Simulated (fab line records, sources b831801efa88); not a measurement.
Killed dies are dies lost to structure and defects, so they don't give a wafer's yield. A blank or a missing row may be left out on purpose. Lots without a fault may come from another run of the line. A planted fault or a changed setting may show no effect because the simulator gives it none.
One fault seen from 2 desks | flow sky130 | each desk has only its own numbers; what lay behind them comes last

THE METROLOGY DESK
What the gauges read, lot by lot, whatever tool the lot ran on: means of the sampled wafers that have a number. A lot is out of limits, marked OUT, if its mean lies more than 4 standard deviations from the usual mean; the brackets give that distance.
Columns: A = NWELL_RS at SKY_NWELL_RS_MEAS_29, usual 624.6 ohm/sq; B = VT_ADJUST_NCORE_OVL at SKY_VT_ADJUST_NCORE_OVL_MEAS_08, usual 0.7 nm; C = SONOS_ONO_CVD_04_THK at SKY_SONOS_ONO_THK_MEAS_05, usual 5.69 nm
lot  | first seen here | A                | B    | C
L630 | day 5 19:15     | 625.7            | -1.0 | 5.70
L632 | day 6 02:23     | 622.2            | 0.8  | 5.82
L635 | day 6 20:30     | 622.1            | 2.6  | 5.72
L636 | day 7 03:17     | 626.3            | 0.7  | 5.75
L638 | day 7 14:52     | 638.2 (+8.5) OUT | 1.0  | 5.50
L639 | day 7 18:53     | 641.9 (+11) OUT  | 1.8  | 5.61
L642 | day 8 18:06     | 624.8            | 2.5  | 5.73
L647 | day 9 20:59     | 624.2            | 1.8  | 5.62
L648 | day 10 01:19    | 623.2            | 0.5  | 5.83
L649 | day 10 08:38    | 625.7            | 2.7  | 5.75
L650 | day 10 16:05    | 626.2            | -0.1 | 5.64
L652 | day 11 13:01    | 624.0            | 2.3  | 5.68
This desk's finding: out of limits on L638, L639; first on L638, day 7 14:52 (NWELL_RS at SKY_NWELL_RS_MEAS_29). In limits: L630, L632, L635, L636, L642, L647, L648, L649, L650, L652.

THE TOOL OWNER'S DESK: implanter-01
The tool's own readings at SKY_NWELL_IMPLANT_11: means of the sampled wafers that have a number, for each lot that ran on this tool. A lot is out of limits, marked OUT, if its mean lies more than 4 standard deviations from the usual mean; the brackets give that distance.
Columns: A = dose_ions_cm2 at SKY_NWELL_IMPLANT_11, usual 1.9002e+13; B = faraday_current_uA at SKY_NWELL_IMPLANT_11, usual 106.8
lot  | first seen here | A                    | B
L635 | day 6 00:19     | 1.9010e+13           | 105.4
L636 | day 6 07:13     | 1.8990e+13           | 108.6
L638 | day 6 18:07     | 1.8166e+13 (-36) OUT | 101.4
L639 | day 6 23:16     | 1.8208e+13 (-35) OUT | 100.8
L650 | day 9 16:43     | 1.8991e+13           | 105.2
L652 | day 10 12:31    | 1.8989e+13           | 107.7
This desk's finding: out of limits on L638, L639; first on L638, day 6 18:07 (dose_ions_cm2 at SKY_NWELL_IMPLANT_11). In limits: L635, L636, L650, L652.

PUT TOGETHER
The tool owner's desk could have raised an alarm at day 6 18:07, on L638, L639.
The metrology desk could have raised an alarm at day 7 14:52, on L638, L639.
Of the lots named, all ran SKY_NWELL_IMPLANT_11 on implanter-01.

WHAT THE SIMULATOR HAD PUT IN
Process parameter drift: implanter-01, from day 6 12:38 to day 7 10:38, at SKY_NWELL_IMPLANT_11. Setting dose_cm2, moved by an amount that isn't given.
Lots struck among those shown: L638, L639.
Hours from the fault's start to each desk's first reading out of limits: the tool owner's desk, 5; the metrology desk, 26.
